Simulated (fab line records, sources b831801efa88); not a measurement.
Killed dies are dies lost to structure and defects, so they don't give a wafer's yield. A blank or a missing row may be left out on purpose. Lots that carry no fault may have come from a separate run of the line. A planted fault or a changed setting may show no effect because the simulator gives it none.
Matching of chambers :: flow gf180mcu :: 4 sister chambers for GF_V2_CMP_04 on cmp-02
The step polishes SiO2. 30 wafers are shown with their chamber, then 12 later ones without.

== WAFERS PAIRED WITH THEIR CHAMBERS ==
wafer: L074.1
chamber: 0
motor-current-A (A): 11.7
time-to-endpoint-s (s): 68
retaining-ring-pressure-frac: 1.000

wafer: L074.2
chamber: 1
motor-current-A (A): 11.5
time-to-endpoint-s (s): 72
retaining-ring-pressure-frac: 0.997

wafer: L074.5
chamber: 2
motor-current-A (A): 9.6
time-to-endpoint-s (s): 77
retaining-ring-pressure-frac: 0.996

wafer: L076.1
chamber: 2
motor-current-A (A): 10.2
time-to-endpoint-s (s): 69
retaining-ring-pressure-frac: 0.998

wafer: L076.3
chamber: 3
motor-current-A (A): 13.6
time-to-endpoint-s (s): 78
retaining-ring-pressure-frac: 1.001

wafer: L076.6
chamber: 3
motor-current-A (A): 12.7
time-to-endpoint-s (s): 84
retaining-ring-pressure-frac: 1.000

wafer: L077.1
chamber: 2
motor-current-A (A): 9.8
time-to-endpoint-s (s): 75
retaining-ring-pressure-frac: 1.004

wafer: L077.3
chamber: 1
motor-current-A (A): 11.1
time-to-endpoint-s (s): 69
retaining-ring-pressure-frac: 0.995

wafer: L077.5
chamber: 1
motor-current-A (A): 11.8
time-to-endpoint-s (s): 74
retaining-ring-pressure-frac: 0.993

wafer: L078.2
chamber: 0
motor-current-A (A): 11.6
time-to-endpoint-s (s): 80
retaining-ring-pressure-frac: 0.995

wafer: L078.3
chamber: 3
motor-current-A (A): 12.9
time-to-endpoint-s (s): 76
retaining-ring-pressure-frac: 1.005

wafer: L078.5
chamber: 3
motor-current-A (A): 11.9
time-to-endpoint-s (s): 77
retaining-ring-pressure-frac: 1.003

wafer: L079.1
chamber: 0
motor-current-A (A): 11.1
time-to-endpoint-s (s): 76
retaining-ring-pressure-frac: 1.000

wafer: L079.3
chamber: 1
motor-current-A (A): 11.2
time-to-endpoint-s (s): 67
retaining-ring-pressure-frac: 1.008

wafer: L079.6
chamber: 2
motor-current-A (A): 9.8
time-to-endpoint-s (s): 78
retaining-ring-pressure-frac: 0.995

wafer: L080.1
chamber: 3
motor-current-A (A): 12.7
time-to-endpoint-s (s): 69
retaining-ring-pressure-frac: 1.003

wafer: L080.2
chamber: 1
motor-current-A (A): 11.7
time-to-endpoint-s (s): 66
retaining-ring-pressure-frac: 1.001

wafer: L080.3
chamber: 0
motor-current-A (A): 11.7
time-to-endpoint-s (s): 70
retaining-ring-pressure-frac: 1.006

wafer: L081.2
chamber: 2
motor-current-A (A): 10.8
time-to-endpoint-s (s): 70
retaining-ring-pressure-frac: 0.995

wafer: L081.3
chamber: 1
motor-current-A (A): 11.7
time-to-endpoint-s (s): 70
retaining-ring-pressure-frac: 1.006

wafer: L081.4
chamber: 0
motor-current-A (A): 11.4
time-to-endpoint-s (s): 80
retaining-ring-pressure-frac: 1.003

wafer: L084.1
chamber: 0
motor-current-A (A): 11.5
time-to-endpoint-s (s): 75
retaining-ring-pressure-frac: 1.000

wafer: L084.2
chamber: 3
motor-current-A (A): 12.9
time-to-endpoint-s (s): 75
retaining-ring-pressure-frac: 1.005

wafer: L084.3
chamber: 2
motor-current-A (A): 10.3
time-to-endpoint-s (s): 70
retaining-ring-pressure-frac: 1.005

wafer: L086.2
chamber: 1
motor-current-A (A): 11.4
time-to-endpoint-s (s): 68
retaining-ring-pressure-frac: 0.999

wafer: L086.3
chamber: 2
motor-current-A (A): 10.4
time-to-endpoint-s (s): 69
retaining-ring-pressure-frac: 1.006

wafer: L086.6
chamber: 0
motor-current-A (A): 11.8
time-to-endpoint-s (s): 80
retaining-ring-pressure-frac: 1.001

wafer: L088.1
chamber: 3
motor-current-A (A): 12.6
time-to-endpoint-s (s): 74
retaining-ring-pressure-frac: 1.007

wafer: L088.4
chamber: 2
motor-current-A (A): 10.3
time-to-endpoint-s (s): 81
retaining-ring-pressure-frac: 1.001

wafer: L088.6
chamber: 2
motor-current-A (A): 9.9
time-to-endpoint-s (s): 78
retaining-ring-pressure-frac: 0.993

SIGNATURES, as means of the wafers listed above
reading: motor-current-A
chamber 0: 11.543
chamber 1: 11.486
chamber 2: 10.122
chamber 3: 12.757
scatter within a chamber: 0.363

reading: time-to-endpoint-s
chamber 0: 75.57
chamber 1: 69.43
chamber 2: 74.11
chamber 3: 76.14
scatter within a chamber: 4.35

reading: retaining-ring-pressure-frac
chamber 0: 1.00071
chamber 1: 0.99986
chamber 2: 0.99922
chamber 3: 1.00343
scatter within a chamber: 0.00429
Rule: a wafer's distance from a chamber is the root of the sum, over the readings, of the square of ((its reading less the chamber's mean) divided by the reading's scatter). If the next closest chamber is less than 2 further off than the closest, the wafer can't be placed; otherwise it belongs to the closest. The scatter: take each reading less its chamber's mean, square it, sum over the shown wafers, divide by the number of wafers less the number of chambers, and take the root.

== WAFERS WITHOUT THEIR CHAMBER ==
wafer: L089.4
motor-current-A (A): 12.6
time-to-endpoint-s (s): 76
retaining-ring-pressure-frac: 0.998

wafer: L089.5
motor-current-A (A): 11.4
time-to-endpoint-s (s): 88
retaining-ring-pressure-frac: 0.994

wafer: L089.6
motor-current-A (A): 11.8
time-to-endpoint-s (s): 80
retaining-ring-pressure-frac: 0.999

wafer: L092.2
motor-current-A (A): 9.8
time-to-endpoint-s (s): 75
retaining-ring-pressure-frac: 1.011

wafer: L092.5
motor-current-A (A): 13.0
time-to-endpoint-s (s): 84
retaining-ring-pressure-frac: 1.006

wafer: L092.6
motor-current-A (A): 11.9
time-to-endpoint-s (s): 81
retaining-ring-pressure-frac: 1.006

wafer: L095.1
motor-current-A (A): 11.8
time-to-endpoint-s (s): 85
retaining-ring-pressure-frac: 1.004

wafer: L095.2
motor-current-A (A): 13.4
time-to-endpoint-s (s): 79
retaining-ring-pressure-frac: 1.008

wafer: L095.6
motor-current-A (A): 11.8
time-to-endpoint-s (s): 78
retaining-ring-pressure-frac: 1.003

wafer: L097.2
motor-current-A (A): 10.3
time-to-endpoint-s (s): 68
retaining-ring-pressure-frac: 1.001

wafer: L097.4
motor-current-A (A): 11.1
time-to-endpoint-s (s): 83
retaining-ring-pressure-frac: 0.997

wafer: L097.6
motor-current-A (A): 10.8
time-to-endpoint-s (s): 85
retaining-ring-pressure-frac: 0.996

== THE CHAMBER EACH PASSED THROUGH ==
wafer: L089.4
from the rows above: can't be placed: 3 or 0
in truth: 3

wafer: L089.5
from the rows above: can't be placed: 0 or 1 or 2 or 3
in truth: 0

wafer: L089.6
from the rows above: can't be placed: 0 or 1 or 3
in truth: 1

wafer: L092.2
from the rows above: 2
in truth: 2

wafer: L092.5
from the rows above: 3
in truth: 3

wafer: L092.6
from the rows above: can't be placed: 0 or 3 or 1
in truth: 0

wafer: L095.1
from the rows above: can't be placed: 0 or 3 or 1
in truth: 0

wafer: L095.2
from the rows above: 3
in truth: 3

wafer: L095.6
from the rows above: can't be placed: 0 or 1 or 3
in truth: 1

wafer: L097.2
from the rows above: can't be placed: 2 or 1
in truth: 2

wafer: L097.4
from the rows above: can't be placed: 0 or 1 or 2
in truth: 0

wafer: L097.6
from the rows above: can't be placed: 0 or 2 or 1
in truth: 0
Correctly placed: 3 of 12. Cannot be placed on the basis of these rows: 9; the candidates contain the true chamber in 9. Number placed wrongly: 0.
